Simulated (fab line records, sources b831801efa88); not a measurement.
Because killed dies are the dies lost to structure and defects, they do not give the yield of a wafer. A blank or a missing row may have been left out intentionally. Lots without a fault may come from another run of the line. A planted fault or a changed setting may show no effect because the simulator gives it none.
Which tool did it?	flow sky130	13 lots, 39 wafers sampled, at 2 steps of a route of 708

== WHAT EACH GAUGE READ, for each wafer ==
Not one reading of a measure or inspect step in the record can be checked against a usual standard deviation.

== EACH LOT AND THE TOOL THAT RAN IT (in order: tool; ch and the chambers of the sampled wafers; start) ==
lot	SKY_RES_PROTECT_EXPOSE_04	SKY_PAD_OPEN_PROBE_99
L226	iline_stepper-01 ch 0, day 14 17:43	prober-02, day 45 22:29
L228	iline_stepper-02 ch 0, day 15 01:25	-
L227	iline_stepper-02 ch 0, day 15 03:04	-
L229	iline_stepper-01 ch 0, day 15 14:56	-
L232	iline_stepper-01 ch 0, day 17 05:13	prober-01, day 47 15:27
L231	iline_stepper-01 ch 0, day 17 05:41	-
L235	iline_stepper-02 ch 0, day 17 20:26	prober-01, day 48 05:25
L241	iline_stepper-01 ch 0, day 20 09:59	-
L243	iline_stepper-01 ch 0, day 20 16:23	-
L244	iline_stepper-01 ch 0, day 21 04:25	-
L246	iline_stepper-01 ch 0, day 21 16:37	-
L247	iline_stepper-02 ch 0, day 22 03:14	-
L248	iline_stepper-01 ch 0, day 22 16:28	-
- SKY_RES_PROTECT_EXPOSE_04: exposes mask RPM, target cd 1270 nm.
- SKY_PAD_OPEN_PROBE_99

== WHAT THE TOOLS THEMSELVES READ (means of the sampled wafers that have a number; where no wafer has one, the mark that the record gives instead) ==
SKY_RES_PROTECT_EXPOSE_04. Usual: exposure_dose_mJ_cm2 131.00, standard deviation 0.13.
lot	tool	exposure_dose_mJ_cm2	flag
L226	iline_stepper-01	130.97	
L228	iline_stepper-02	130.83	
L227	iline_stepper-02	131.04	
L229	iline_stepper-01	131.08	
L232	iline_stepper-01	130.93	
L231	iline_stepper-01	131.07	
L235	iline_stepper-02	131.13	
L241	iline_stepper-01	130.94	
L243	iline_stepper-01	130.94	
L244	iline_stepper-01	131.08	
L246	iline_stepper-01	131.13	
L247	iline_stepper-02	130.95	
L248	iline_stepper-01	130.91	

SKY_PAD_OPEN_PROBE_99. Usual: killed_at_M0_to_M3 44, standard deviation 6.4; killed_at_M4_up 3.4, standard deviation 2.1; killed_at_contacts 23, standard deviation 5; killed_at_front_end 15, standard deviation 4.5; killed_at_other 0.3, standard deviation 0.54; killed_dies 86, standard deviation 9.5; killed_open 48, standard deviation 6.9; killed_short 38, standard deviation 5.9.
lot	tool	killed_at_M0_to_M3	killed_at_M4_up	killed_at_contacts	killed_at_front_end	killed_at_other	killed_dies	killed_open	killed_short	flag
L226	prober-02	44	5.0	24	15	0.3	88	46	42	
L232	prober-01	40	3.3	25	14	0.3	83	46	36	
L235	prober-01	48	6.0	21	21	0.3	96	52	42	

== THE ANSWER, worked out from the rows above alone ==
Rule: take the mean of a lot's wafers that have a number; if it is more than 3 standard deviations from the usual mean, the lot is off. A lot without any number at a reading at which 4 lots or more have one is off too. All remaining lots with rows at the step are treated as sound. After the gauges, taken in route order, come the tools' own readings; for these a lot's mean is taken, as printed above. At the first step where some lot is off, the reading lying furthest off is the one used; lots without a number count as furthest.
Nothing can be told from this: no lot is off at any reading shown.

== WHAT HAD BEEN PUT IN BY THE SIMULATOR ==
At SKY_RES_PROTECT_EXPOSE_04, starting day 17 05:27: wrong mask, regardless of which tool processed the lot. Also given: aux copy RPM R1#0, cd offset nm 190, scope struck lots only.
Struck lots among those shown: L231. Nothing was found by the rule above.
